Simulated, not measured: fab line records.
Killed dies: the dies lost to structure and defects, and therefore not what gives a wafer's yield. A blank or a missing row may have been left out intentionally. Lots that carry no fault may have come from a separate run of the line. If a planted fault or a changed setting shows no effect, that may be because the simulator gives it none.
The same fault as seen by 2 desks || flow gf180mcu || each desk has only its own numbers; what lay behind them comes last

## FROM THE METROLOGY DESK
What the gauges read for every lot (on any tool): the sampled wafers with a number, averaged. Any lot whose mean is over 4 standard deviations away from the usual mean is out of limits and marked OUT; that distance is given in the brackets.
Columns: A = POLY_GATE_OXIDATION_THK at GF_POLY_GATE_THK_MEAS_17, usual 4.01 nm; B = cdNm at GF_POLY_GATE_CD_MEAS_18, usual 279.5 nm
{"lot": "L430", "first seen here": "day 9 06:32", "A": 3.97, "B": 277.2}
{"lot": "L432", "first seen here": "day 10 01:51", "A": 4.01, "B": 279.5}
{"lot": "L433", "first seen here": "day 10 09:47", "A": 4.05, "B": 278.6}
{"lot": "L434", "first seen here": "day 10 19:47", "A": 4.07, "B": 278.7}
{"lot": "L435", "first seen here": "day 11 05:49", "A": 3.99, "B": 281.6}
{"lot": "L437", "first seen here": "day 11 12:56", "A": 4.09, "B": 277.7}
{"lot": "L438", "first seen here": "day 11 21:15", "A": 3.97, "B": 278.6}
{"lot": "L443", "first seen here": "day 13 08:05", "A": 4.00, "B": 278.5}
{"lot": "L445", "first seen here": "day 13 19:46", "A": 4.02, "B": 277.2}
{"lot": "L447", "first seen here": "day 14 12:16", "A": 3.91, "B": 278.8}
{"lot": "L449", "first seen here": "day 15 02:41", "A": 4.01, "B": 276.6}
{"lot": "L451", "first seen here": "day 15 18:34", "A": 3.97, "B": 280.2}
{"lot": "L452", "first seen here": "day 15 23:36", "A": 4.05, "B": 280.0}
{"lot": "L453", "first seen here": "day 16 08:26", "A": 4.06, "B": 277.4}
This desk's verdict: no lot among the 14 shows anything out of limits.

## FOR THE TOOL OWNER'S DESK: lithoTrack-04
The tool's own readings at GF_HV_LDD_DEVELOP_45 (develop time 62.29 s): means of the sampled wafers that have a number, for each lot that ran on this tool. Any lot whose mean is over 4 standard deviations away from the usual mean is out of limits and marked OUT; that distance is given in the brackets.
Columns: A = developerTempC at GF_HV_LDD_DEVELOP_45, usual 23.01 C; B = exhaustPa at GF_HV_LDD_DEVELOP_45, usual 45.1 Pa
{"lot": "L430", "first seen here": "day 12 09:22", "A": 22.97, "B": 45.7}
{"lot": "L435", "first seen here": "day 14 14:00", "A": 22.89, "B": 45.3}
{"lot": "L438", "first seen here": "day 15 08:18", "A": 23.14, "B": 45.6}
{"lot": "L443", "first seen here": "day 16 23:42", "A": "21.93 (-9.8) OUT", "B": 44.2}
{"lot": "L445", "first seen here": "day 17 13:37", "A": "21.89 (-10) OUT", "B": 45.2}
This desk's verdict: out of limits on L443, L445, starting with L443 at day 16 23:42 (developerTempC at GF_HV_LDD_DEVELOP_45). In limits: L430, L435, L438.

## ALL TOGETHER
An alarm could have come from the tool owner's desk at day 16 23:42, on L443, L445.
The metrology desk saw nothing out of limits.
The metrology desk has L443, L445 on record, within its limits.
Every lot named ran GF_HV_LDD_DEVELOP_45 on lithoTrack-04.

## WHAT HAD BEEN PUT IN BY THE SIMULATOR
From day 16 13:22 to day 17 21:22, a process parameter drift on lithoTrack-04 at GF_HV_LDD_DEVELOP_45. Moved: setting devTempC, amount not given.
Shown lots that were struck: L443, L445.
Time in hours from fault onset to the first out-of-limits reading at each desk: the tool owner's desk, 10.
